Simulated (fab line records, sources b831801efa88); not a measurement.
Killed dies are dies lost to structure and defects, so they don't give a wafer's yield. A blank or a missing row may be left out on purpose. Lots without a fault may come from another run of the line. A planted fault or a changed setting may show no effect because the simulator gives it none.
One fault seen from 2 desks | flow sky130 | each desk has only its own numbers; what lay behind them comes last

THE TOOL OWNER'S DESK: implanter-04
The tool's own readings at SKY_GATE_OXIDE_IMPLANT_11: means of the sampled wafers that have a number, for each lot that ran on this tool. A lot is out of limits, marked OUT, if its mean lies more than 4 standard deviations from the usual mean; the brackets give that distance.
Columns: A = beam_on_s at SKY_GATE_OXIDE_IMPLANT_11, usual 10.03 s; B = dose_ions_cm2 at SKY_GATE_OXIDE_IMPLANT_11, usual 2.5997e+12; C = faraday_current_uA at SKY_GATE_OXIDE_IMPLANT_11, usual 14.63
lot  | first seen here | A     | B                            | C
L392 | day 14 20:43    | 10.04 | 2.5971e+12                   | 14.62
L395 | day 15 22:03    | 10.06 | 2.6038e+12                   | 14.58
L397 | day 16 19:39    | 10.04 | 2.5999e+12                   | 14.56
L398 | day 16 23:28    | 10.06 | 2.0597e+12 (-99 or more) OUT | 11.55 (-11) OUT
L400 | day 17 13:26    | 10.03 | 2.0606e+12 (-99 or more) OUT | 11.58 (-11) OUT
This desk's finding: out of limits on L398, L400; first on L398, day 16 23:28 (dose_ions_cm2 at SKY_GATE_OXIDE_IMPLANT_11). In limits: L392, L395, L397.

THE METROLOGY DESK
What the gauges read, lot by lot, whatever tool the lot ran on: means of the sampled wafers that have a number. A lot is out of limits, marked OUT, if its mean lies more than 4 standard deviations from the usual mean; the brackets give that distance.
Columns: A = GATE_OXIDE_TW at SKY_GATE_OXIDE_TW_MEAS_14, usual 224.4
lot  | first seen here | A
L391 | day 14 17:00    | 222.9
L389 | day 14 20:14    | 222.7
L392 | day 14 21:02    | 225.2
L394 | day 15 15:16    | 226.6
L395 | day 15 22:28    | 226.3
L397 | day 16 20:00    | 225.5
L398 | day 16 23:47    | 209.6 (-6.7) OUT
L399 | day 17 13:20    | 225.5
L400 | day 17 13:46    | 209.3 (-6.9) OUT
L411 | day 21 07:07    | 227.3
L412 | day 22 04:20    | 219.5
This desk's finding: out of limits on L398, L400; first on L398, day 16 23:47 (GATE_OXIDE_TW at SKY_GATE_OXIDE_TW_MEAS_14). In limits: L391, L389, L392, L394, L395, L397, L399, L411, L412.

PUT TOGETHER
The tool owner's desk could have raised an alarm at day 16 23:28, on L398, L400.
The metrology desk could have raised an alarm at day 16 23:47, on L398, L400.
Of the lots named, all ran SKY_GATE_OXIDE_IMPLANT_11 on implanter-04.

WHAT THE SIMULATOR HAD PUT IN
Process parameter drift: implanter-04, from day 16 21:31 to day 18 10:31, at SKY_GATE_OXIDE_IMPLANT_11. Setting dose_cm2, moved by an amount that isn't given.
Lots struck among those shown: L398, L400.
Hours from the fault's start to each desk's first reading out of limits: the tool owner's desk, 2; the metrology desk, 2.
